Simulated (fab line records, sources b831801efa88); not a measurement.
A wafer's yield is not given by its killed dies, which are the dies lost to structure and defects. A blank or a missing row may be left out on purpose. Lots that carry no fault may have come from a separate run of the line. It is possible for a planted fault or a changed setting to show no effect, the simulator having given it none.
Which tool did it? ; flow gf180mcu ; Sampling: 13 lots, 39 wafers, 5 of 602 route steps

== WHAT THE GAUGES READ, wafer by wafer ==
GF_LVPWELL_TW_MEAS_11. Usual: LVPWELL_TW typically reads 562, with standard deviation 5.4.
lot;measured;on;LVPWELL_TW;flag
L617;day 3 22:40;film_metro-03;557 559 559;
L618;day 4 02:21;film_metro-03;558 556 553;
L619;day 4 09:10;film_metro-03;558 558 556;
L620;day 4 14:25;film_metro-04;568 569 565;
L621;day 4 20:15;film_metro-04;564 567 568;
L622;day 5 04:15;film_metro-03;562 560 557;
L627;day 6 08:26;film_metro-03;555 552 559;
L628;day 6 11:36;film_metro-04;569 565 557;
L630;day 6 20:54;film_metro-03;557 556 550;
L631;day 7 03:43;film_metro-03;555 555 556;
L636;day 8 09:14;film_metro-04;571 573 566;
L637;day 8 13:23;film_metro-03;559 557 555;
L638;day 8 19:00;film_metro-04;569 570 571;

GF_VT_IMPLANT_OVL_MEAS_29. Usual: VT_IMPLANT_02_OVL typically reads -0.8 nm, with standard deviation 1.3.
lot;measured;on;VT_IMPLANT_02_OVL (nm);flag
L617;day 6 22:05;overlay-01;-1.2 -1.6 -1.7;
L618;day 7 02:46;overlay-02;-1.4 -2.1 -2.0;
L619;day 7 09:11;overlay-01;-0.8 -2.0 -1.2;
L620;day 7 16:19;overlay-02;2.7 1.0 2.5;
L621;day 7 23:02;overlay-02;1.1 0.6 -0.1;
L622;day 8 08:13;overlay-01;-1.7 -0.9 0.5;
L627;day 9 16:13;overlay-01;-0.9 0.1 0.6;
L628;day 9 21:34;overlay-01;-2.3 -0.2 -2.8;
L630;day 10 07:40;overlay-01;-0.8 -0.7 -0.5;
L631;day 10 15:58;overlay-02;-0.7 0.5 0.3;
L636;day 12 01:31;overlay-01;-2.0 -1.0 -2.4;
L637;day 12 07:46;overlay-01;0.1 -0.8 -1.8;
L638;day 12 13:52;overlay-02;-0.9 -2.1 -3.3;

GF_VT_IMPLANT_RS_MEAS_48: the measuring method here is four-point-probe. Usual: LVPWELL_RS typically reads 1195.7 ohm/sq, with standard deviation 2.7.
lot;measured;on;LVPWELL_RS (ohm/sq);flag
L617;day 7 14:31;film_metro-03;1199.1 1195.3 1196.7;
L618;day 7 19:43;film_metro-04;1194.2 1195.2 1199.9;
L619;day 8 01:52;film_metro-04;1190.7 1194.9 1192.3;
L620;day 8 09:16;film_metro-03;1195.8 1194.5 1194.8;
L621;day 8 15:59;film_metro-04;1202.2 1200.5 1197.6;
L622;day 9 02:05;film_metro-04;1195.0 1193.3 1192.0;
L627;day 10 10:20;film_metro-03;1195.7 1198.9 1194.7;
L628;day 10 16:25;film_metro-03;1193.7 1195.4 1226.2;OFF
L630;day 11 02:27;film_metro-02;1196.9 1196.9 1225.6;OFF
L631;day 11 11:04;film_metro-04;1194.3 1192.5 1193.5;
L636;day 12 21:51;film_metro-02;1193.9 1193.3 1195.6;
L637;day 13 03:34;film_metro-02;1196.2 1195.5 1196.2;
L638;day 13 10:40;film_metro-03;1195.5 1198.5 1198.5;

== EACH LOT AND THE TOOL THAT RAN IT (in order: tool; ch and the chambers of the sampled wafers; start) ==
lot;GF_LVPWELL_IMPLANT_08;GF_VT_IMPLANT_STRIP_42
L617;implanter-04 ch 0, day 3 22:17;plasma_asher-04 ch 0,1, day 7 13:56
L618;implanter-04 ch 0, day 4 01:57;plasma_asher-03 ch 0,1, day 7 19:04
L619;implanter-02 ch 0, day 4 08:46;plasma_asher-03 ch 0,1, day 8 01:12
L620;implanter-03 ch 0, day 4 14:01;plasma_asher-04 ch 0, day 8 08:37
L621;implanter-04 ch 0, day 4 19:52;plasma_asher-02 ch 0,1, day 8 15:19
L622;implanter-02 ch 0, day 5 03:51;plasma_asher-03 ch 0,1, day 9 01:32
L627;implanter-04 ch 0, day 6 08:04;plasma_asher-04 ch 0,1, day 10 09:47
L628;implanter-02 ch 0, day 6 11:13;plasma_asher-02 ch 0,1, day 10 15:50
L630;implanter-02 ch 0, day 6 20:30;plasma_asher-03 ch 1, day 11 01:54
L631;implanter-04 ch 0, day 7 03:19;plasma_asher-02 ch 0,1, day 11 10:31
L636;implanter-04 ch 0, day 8 08:52;plasma_asher-02 ch 0,1, day 12 21:17
L637;implanter-03 ch 0, day 8 12:59;plasma_asher-02 ch 0,1, day 13 03:00
L638;implanter-03 ch 0, day 8 18:34;plasma_asher-02 ch 0,1, day 13 10:06
- GF_LVPWELL_IMPLANT_08
- GF_VT_IMPLANT_STRIP_42: strips in O2/N2.

== AS READ BY THE TOOLS THEMSELVES (means over the sampled wafers that have a number; for cases with no such wafer, the mark the record gives instead) ==
GF_VT_IMPLANT_STRIP_42. Usual: drypump_motor_current_A 5.8 A, standard deviation 0.44; heater_power_w 335 W, standard deviation 30; oes_product_au 0.716 a.u., standard deviation 0.0045; strip_time_to_endpoint_s 12.63 s, standard deviation 0.035.
lot;tool;drypump_motor_current_A (A);heater_power_w (W);oes_product_au (a.u.);strip_time_to_endpoint_s (s);flag
L617;plasma_asher-04;6.1;311;0.717;12.63;
L618;plasma_asher-03;5.4;385;0.715;12.67;
L619;plasma_asher-03;5.4;384;0.714;12.66;
L620;plasma_asher-04;6.5;329;0.718;12.60;
L621;plasma_asher-02;5.9;323;0.718;12.61;
L622;plasma_asher-03;5.4;392;0.717;12.65;
L627;plasma_asher-04;6.1;318;0.716;12.59;
L628;plasma_asher-02;5.7;324;0.713;12.59;
L630;plasma_asher-03;5.7;372;0.714;12.62;
L631;plasma_asher-02;5.7;326;0.712;12.62;
L636;plasma_asher-02;5.7;323;0.719;12.64;
L637;plasma_asher-02;5.9;320;0.718;12.64;
L638;plasma_asher-02;5.8;331;0.715;12.63;

== THE ANSWER, worked out from the rows above alone ==
Rule: take the mean of a lot's wafers that have a number; if it is more than 3 standard deviations from the usual mean, the lot is off. Also off: a lot with no number at a reading for which 4 or more lots have one. Where the step has rows for the other lots, those lots are counted as sound. Order of review: gauges by route order, followed by the tools' own readings, for which a lot's mean as printed above is used. The first step at which some lot is off is used, and at that step the reading that is off furthest; a lot without a number counts as furthest.
Off: L628, L630, at GF_VT_IMPLANT_RS_MEAS_48 (LVPWELL_RS).
A tool fits if, at a process step before that reading, it ran every lot that is off, and no sound lot after the first of them. The gauges at GF_VT_IMPLANT_RS_MEAS_48 are tried like those tools. One fits: GF_LVPWELL_IMPLANT_08 on implanter-02. A fault onset in the window from L622 (day 5 03:51, its last sound lot) to L628 (day 6 11:13, its first lot off) fits.

== WHAT WAS PUT IN BY THE SIMULATOR ==
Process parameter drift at GF_LVPWELL_IMPLANT_08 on implanter-02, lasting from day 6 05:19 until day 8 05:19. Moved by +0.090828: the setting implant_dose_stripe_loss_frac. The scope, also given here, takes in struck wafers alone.
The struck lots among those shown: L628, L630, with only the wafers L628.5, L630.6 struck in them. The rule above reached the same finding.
